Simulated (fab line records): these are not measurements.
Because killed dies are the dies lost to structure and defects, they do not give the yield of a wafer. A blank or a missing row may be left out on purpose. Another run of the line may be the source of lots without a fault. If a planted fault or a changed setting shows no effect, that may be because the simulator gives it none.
fab line records	flow gf180mcu
record: lots: 12	wafers: 36	last-day: 34
route steps=602 shown POLY_GATE@168 PSD@261 NSD@262 CONTACT@314 M1@316
lots that met no fault: from a run of the same line without faults
start-h: start of the lot's first displayed wafer, in hours after the record's first day	wait-h: hours from the lot's prior step to this one	" unchanged from the row above	L1.1+2: a row that stands for several wafers	- no value present, or no start provided	* or withheld: withheld	< > ~ a bound
route shown NAME@n: NAME is a module with steps in the file, n the number in the route of the first one	usual: the fault-free wafers' mean and standard deviation	same: alike in all rows	chamber/n: place in a boat	sites: per-site readings	_std_site: how widely they spread, as a standard deviation	_edge_site: outer sites' mean less inner sites'	radius-mm: for every site, how far away it sits from the centre of the wafer	mask NAME#n: copy n	behind: the tool/chamber that last shaped the wafer	hold: what put the lot on hold/how long, in hours/how the hold closed	device: transistor that didn't switch, given as n, p or np	end of line: the same wafers' tests at the end of the route	a step given without rows: its recipe and nothing more	killed: the dies lost at the first sort to structure and to defects; this is not the yield of the wafer	map: the dies of a wafer, with x for killed, . for not killed, _ for no die there
set.NAME: the setting the step ran with; set.NAME@STEP: the setting that earlier step ran with	model.NAME: the simulator's own value behind a step, which no gauge read
one table for each step of the route and one row for each wafer, over a sample of lots
services: when a tool's chamber went out of use (start-h, in hours from the record's first day, below 0 if earlier), for how many hours, and the reason
== steps ==
step: GF_POLY_GATE_OVL_MEAS_11
usual: POLY_GATE_OVL: -4/4.9
lot.wafer	tool	chamber	start-h	wait-h	POLY_GATE_OVL[nm]
L538.3	overlay-01	-	204.03	0.1	-7
L538.5	"	-	"	"	0
L538.6	"	-	"	"	3
L539.1	overlay-02	-	217.37	0.1	-16
L539.2	"	-	"	"	-8
L539.5	"	-	"	"	-16
L541.3	overlay-01	-	219.08	0.1	-1
L541.4	"	-	"	"	-8
L541.5	"	-	"	"	-7
L542.2	overlay-01	-	228.59	0.1	4
L542.3	"	-	"	"	0
L542.4	"	-	"	"	0
L543.2	overlay-02	-	246.39	0.1	-4
L543.3	"	-	"	"	0
L543.5	"	-	"	"	2
L552.2	overlay-01	-	300.67	0.1	-7
L552.4	"	-	"	"	-11
L552.5	"	-	"	"	-1
L553.1	overlay-02	-	309.06	0.1	2
L553.2	"	-	"	"	-3
L553.5	"	-	"	"	3
L554.1	overlay-02	-	317.72	0.1	1
L554.2	"	-	"	"	-1
L554.3	"	-	"	"	-12
L556.3	overlay-02	-	327.30	0.1	-3
L556.4	"	-	"	"	-6
L556.5	"	-	"	"	-3
L557.3	overlay-01	-	341.75	0.1	-1
L557.5	"	-	"	"	-3
L557.6	"	-	"	"	-5
L558.1	overlay-02	-	346.42	0.1	-1
L558.3	"	-	"	"	-10
L558.5	"	-	"	"	0
L560.3	overlay-02	-	362.95	0.1	-7
L560.4	"	-	"	"	-3
L560.6	"	-	"	"	-6
step: GF_PSD_RTA_13
recipe: temp-c: 1025	time-s: 20	ambient: N2
usual: lamp-power-pct: 40/4.6	run-length-s: 49.02/0.23	wafer_temp_C_max: 1029.6/1.1
lot.wafer	tool	chamber	start-h	wait-h	lamp-power-pct	run-length-s	wafer_temp_C_max
L538.3	rtp-anneal-01	0	325.21	0.0	33	48.57	1029.2
L538.5	"	0	"	"	33	48.63	1029.1
L538.6	"	0	"	"	33	49.15	1029.8
L539.1	rtp-anneal-02	0	340.67	0.0	43	49.02	1030.4
L539.2	"	0	"	"	43	49.27	1029.2
L539.5	"	0	"	"	43	49.16	1030.1
L541.3	rtp-anneal-02	0	343.94	0.0	43	49.04	1030.3
L541.4	"	0	"	"	43	49.25	1031.4
L541.5	"	0	"	"	43	49.03	1032.0
L542.2	rtp-anneal-02	0	353.42	0.0	43	47.13	1030.1
L542.3	"	0	"	"	43	48.97	1030.2
L542.4	"	0	"	"	43	48.96	1029.7
L543.2	rtp-anneal-02	0	376.05	0.0	43	47.36	1028.8
L543.3	"	0	"	"	43	49.58	1030.5
L543.5	"	0	"	"	43	46.87	1029.5
L552.2	rtp-anneal-01	0	442.14	0.0	33	48.65	1028.9
L552.4	"	0	"	"	33	48.57	1030.4
L552.5	"	0	"	"	33	48.81	1028.8
L553.1	rtp-anneal-02	0	453.62	0.0	43	49.06	1029.6
L553.2	"	0	"	"	43	49.20	1031.8
L553.5	"	0	"	"	43	49.59	1029.3
L554.1	rtp-anneal-02	0	462.40	0.0	43	48.92	1031.9
L554.2	"	0	"	"	43	49.42	1029.3
L554.3	"	0	"	"	43	48.91	1030.1
L556.3	rtp-anneal-02	0	473.74	0.0	43	49.23	1028.2
L556.4	"	0	"	"	43	49.05	1030.7
L556.5	"	0	"	"	43	49.23	1030.2
L557.3	rtp-anneal-02	0	490.96	0.0	43	49.06	1028.2
L557.5	"	0	"	"	43	49.31	1030.6
L557.6	"	0	"	"	43	49.40	1030.5
L558.1	rtp-anneal-01	0	497.72	0.0	33	48.62	1028.9
L558.3	"	0	"	"	33	48.81	1028.5
L558.5	"	0	"	"	33	48.85	1028.0
L560.3	rtp-anneal-01	0	510.39	0.0	33	48.56	1028.9
L560.4	"	0	"	"	33	48.63	1028.3
L560.6	"	0	"	"	33	48.57	1030.0
step: GF_PSD_RS_MEAS_14
recipe: thk-meas-gauge: four-point-probe
usual: NSD_RS: 46.15/0.11
lot.wafer	tool	chamber	start-h	wait-h	NSD_RS[ohm/sq]
L538.3	film-metro-02	-	325.31	0.1	46.11
L538.5	"	-	"	"	46.14
L538.6	"	-	"	"	46.09
L539.1	film-metro-04	-	340.75	0.1	46.19
L539.2	"	-	"	"	46.21
L539.5	"	-	"	"	46.19
L541.3	film-metro-02	-	344.03	0.1	46.03
L541.4	"	-	"	"	46.12
L541.5	"	-	"	"	46.13
L542.2	film-metro-02	-	353.51	0.1	46.54
L542.3	"	-	"	"	46.07
L542.4	"	-	"	"	46.19
L543.2	film-metro-04	-	376.13	0.1	46.89
L543.3	"	-	"	"	46.27
L543.5	"	-	"	"	46.76
L552.2	film-metro-04	-	442.23	0.1	46.18
L552.4	"	-	"	"	46.11
L552.5	"	-	"	"	46.21
L553.1	film-metro-04	-	453.70	0.1	46.24
L553.2	"	-	"	"	46.29
L553.5	"	-	"	"	46.35
L554.1	film-metro-04	-	462.48	0.1	46.21
L554.2	"	-	"	"	46.20
L554.3	"	-	"	"	46.23
L556.3	film-metro-01	-	473.83	0.1	45.91
L556.4	"	-	"	"	46.06
L556.5	"	-	"	"	46.04
L557.3	film-metro-01	-	491.06	0.1	46.04
L557.5	"	-	"	"	46.02
L557.6	"	-	"	"	46.10
L558.1	film-metro-04	-	497.80	0.1	46.37
L558.3	"	-	"	"	46.22
L558.5	"	-	"	"	46.28
L560.3	film-metro-04	-	510.53	0.1	46.18
L560.4	"	-	"	"	46.11
L560.6	"	-	"	"	46.16
step: GF_PSD_RS_MEAS_15
recipe: thk-meas-gauge: four-point-probe
usual: PSD_RS: 108.6/0.34
lot.wafer	tool	chamber	start-h	wait-h	PSD_RS[ohm/sq]
L538.3	film-metro-02	-	325.43	0.1	108.7
L538.5	"	-	"	"	108.4
L538.6	"	-	"	"	108.7
L539.1	film-metro-04	-	340.87	0.1	108.5
L539.2	"	-	"	"	108.5
L539.5	"	-	"	"	108.8
L541.3	film-metro-02	-	344.15	0.1	108.5
L541.4	"	-	"	"	108.9
L541.5	"	-	"	"	108.5
L542.2	film-metro-02	-	353.63	0.1	109.5
L542.3	"	-	"	"	108.0
L542.4	"	-	"	"	108.2
L543.2	film-metro-04	-	376.25	0.1	110.6
L543.3	"	-	"	"	109.4
L543.5	"	-	"	"	110.3
L552.2	film-metro-04	-	442.35	0.1	108.9
L552.4	"	-	"	"	108.8
L552.5	"	-	"	"	109.0
L553.1	film-metro-04	-	453.82	0.1	108.7
L553.2	"	-	"	"	108.8
L553.5	"	-	"	"	108.7
L554.1	film-metro-04	-	462.60	0.1	108.7
L554.2	"	-	"	"	109.0
L554.3	"	-	"	"	108.8
L556.3	film-metro-01	-	473.95	0.1	108.4
L556.4	"	-	"	"	108.3
L556.5	"	-	"	"	108.5
L557.3	film-metro-01	-	491.18	0.1	108.4
L557.5	"	-	"	"	108.5
L557.6	"	-	"	"	108.8
L558.1	film-metro-04	-	497.92	0.1	108.8
L558.3	"	-	"	"	108.7
L558.5	"	-	"	"	108.6
L560.3	film-metro-04	-	510.65	0.1	109.0
L560.4	"	-	"	"	108.9
L560.6	"	-	"	"	108.8
step: GF_CONTACT_CMP_27
recipe: stop-on: SiO2	down-force-psi: 3.5	platen-rpm: 60	t-overpolish-s: 15	target-thk-nm: 0	pad-velocity-m-s: 0.94248
usual: motor-current-A: 10.9/1.2	overpolish-run-s: 15.001/0.0092	time-to-endpoint-s: 69/3.6
same: t-overpolish-s: 15
lot.wafer	tool	chamber	start-h	wait-h	motor-current-A	overpolish-run-s	time-to-endpoint-s
L538.3	cmp-01	3	370.42	0.2	12.7	15.007	71
L538.5	"	0	"	"	12.5	15.012	68
L538.6	"	1	"	"	9.4	14.994	76
L539.1	cmp-01	3	387.52	0.1	12.2	15.007	71
L539.2	"	2	"	"	11.2	15.007	68
L539.5	"	3	"	"	11.8	14.996	71
L541.4	cmp-02	2	390.64	0.0	11.4	15.007	68
L541.3	"	3	"	"	9.3	14.995	69
L541.5	"	3	"	"	9.7	15.002	70
L542.3	cmp-01	1	402.30	0.0	8.6	15.015	71
L542.2	"	2	"	"	11.5	14.993	66
L542.4	"	0	"	"	12.3	14.990	65
L543.3	cmp-01	0	425.65	0.1	12.1	15.010	70
L543.2	"	1	"	"	8.7	15.006	78
L543.5	"	3	"	"	12.1	14.995	70
L552.2	cmp-01	0	492.57	0.1	12.2	15.019	65
L552.4	"	2	"	"	11.2	15.002	67
L552.5	"	0	"	"	12.2	15.005	64
L553.2	cmp-01	1	502.99	0.0	8.6	15.000	69
L553.1	"	2	"	"	11.5	14.994	62
L553.5	"	2	"	"	11.1	15.000	65
L554.2	cmp-01	0	512.77	0.0	12.8	15.021	64
L554.3	"	2	"	"	10.7	15.002	69
L554.1	"	3	"	"	12.1	15.024	71
L556.4	cmp-01	0	523.84	0.1	12.1	14.992	65
L556.3	"	2	"	"	11.5	14.988	70
L556.5	"	3	"	"	13.0	14.990	70
L557.3	cmp-02	0	539.99	0.1	10.8	15.021	70
L557.6	"	3	"	"	9.8	15.019	76
L557.5	"	0	"	"	9.9	14.998	69
L558.1	cmp-01	0	547.20	0.1	11.5	15.024	67
L558.3	"	3	"	"	12.6	15.000	67
L558.5	"	1	"	"	8.4	14.991	73
L560.3	cmp-01	2	558.70	0.1	10.8	15.004	70
L560.4	"	0	"	"	11.4	14.990	69
L560.6	"	2	"	"	11.2	15.010	70
step: GF_M1_SPUTTER_01
recipe: material: TiN	target-thk-nm: 30	power-w: 6500	time-s: 25	chamber-pressure-pa: 0.4
usual: throttle-valve-pct: 30.4/1
lot.wafer	tool	chamber	start-h	wait-h	throttle-valve-pct
L538.3	pvd-sputter-02	-	370.67	0.1	31.1
L538.5	"	-	"	"	30.7
L538.6	"	-	"	"	31.0
L539.1	pvd-sputter-01	-	387.92	0.1	31.3
L539.2	"	-	"	"	31.8
L539.5	"	-	"	"	31.1
L541.3	pvd-sputter-03	-	391.04	0.1	30.1
L541.4	"	-	"	"	29.6
L541.5	"	-	"	"	29.7
L542.2	pvd-sputter-02	-	402.70	0.1	30.9
L542.3	"	-	"	"	30.9
L542.4	"	-	"	"	30.8
L543.2	pvd-sputter-03	-	426.00	0.1	30.1
L543.3	"	-	"	"	29.2
L543.5	"	-	"	"	29.9
L552.2	pvd-sputter-02	-	492.92	0.1	31.1
L552.4	"	-	"	"	31.0
L552.5	"	-	"	"	31.0
L553.1	pvd-sputter-03	-	503.39	0.1	28.4
L553.2	"	-	"	"	29.8
L553.5	"	-	"	"	30.1
L554.1	pvd-sputter-03	-	513.17	0.1	29.3
L554.2	"	-	"	"	28.1
L554.3	"	-	"	"	30.1
L556.3	pvd-sputter-01	-	524.19	0.1	31.9
L556.4	"	-	"	"	31.0
L556.5	"	-	"	"	31.4
L557.3	pvd-sputter-03	-	540.34	0.1	29.9
L557.5	"	-	"	"	29.9
L557.6	"	-	"	"	29.3
L558.1	pvd-sputter-03	-	547.60	0.1	29.3
L558.3	"	-	"	"	28.3
L558.5	"	-	"	"	30.1
L560.3	pvd-sputter-01	-	559.05	0.1	30.1
L560.4	"	-	"	"	31.2
L560.6	"	-	"	"	32.1
== services ==
tool	chamber	start-h	hours	kind
cmp-02	-	328.53	0.2	repair
cmp-01	-	347.49	0.9	repair
pvd-sputter-01	-	349.39	4.9	repair
cmp-02	-	357.12	1.3	repair
pvd-sputter-02	3	357.85	-	consumable-replace:kit
pvd-sputter-02	3	357.85	18.0	scheduled-down
pvd-sputter-02	3	357.85	18.0	vent-cycle
pvd-sputter-02	-	382.66	10.6	repair
cmp-02	-	383.20	4.5	repair
cmp-01	-	393.51	0.3	repair
cmp-01	-	404.00	4.0	pm
cmp-01	-	408.00	-	consumable-replace:conditioner
cmp-01	-	408.00	-	consumable-replace:pad
cmp-02	-	416.48	6.3	pm
pvd-sputter-03	-	422.02	0.7	repair
cmp-01	-	438.59	3.9	repair
cmp-01	-	444.92	5.4	pm
pvd-sputter-01	-	491.49	1.6	repair
pvd-sputter-03	0	492.24	-	consumable-replace:kit
pvd-sputter-03	0	492.24	18.0	scheduled-down
pvd-sputter-03	0	492.24	18.0	vent-cycle
pvd-sputter-02	-	513.99	8.7	repair
cmp-01	-	549.23	1.3	repair
== key ==
first-sign: step: GF_PSD_RTA_13	reading: run-length-s	direction: down	sigmas: 8.1	usual: *	struck: *
effect: step: GF_PSD_RS_MEAS_14	reading: NSD_RS	direction: up	sigmas: 5.4	usual: 46.15	struck: 46.73
effect: step: GF_PSD_RS_MEAS_15	reading: PSD_RS	direction: up	sigmas: 4.5	usual: 108.6	struck: 110.2
met-at GF_PSD_RTA_13
struck-lots L542,L543
struck-wafers L542.2,L543.2,L543.5
tester-left-out L542,L543
not-acting-at GF_POLY_GATE_OVL_MEAS_11,GF_CONTACT_CMP_27,GF_M1_SPUTTER_01
onset-between 343.94 353.42
fault: kind: process-parameter-drift	tool: rtp-anneal-02	chamber: -	onset-h: 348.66	steps: GF_PSD_RTA_13	channel: time-s	offset: *	shape: step	end-h: 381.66	scope: struck-wafers-only	acts-in: *	stated: *
tester-left-out: of these lots the tester's yield and bins aren't shown, on N5 and GAA mostly nor the transistor test; their killed dies are dies lost to structure and defects alone, not to doping, threshold or leakage, so they don't give the yield
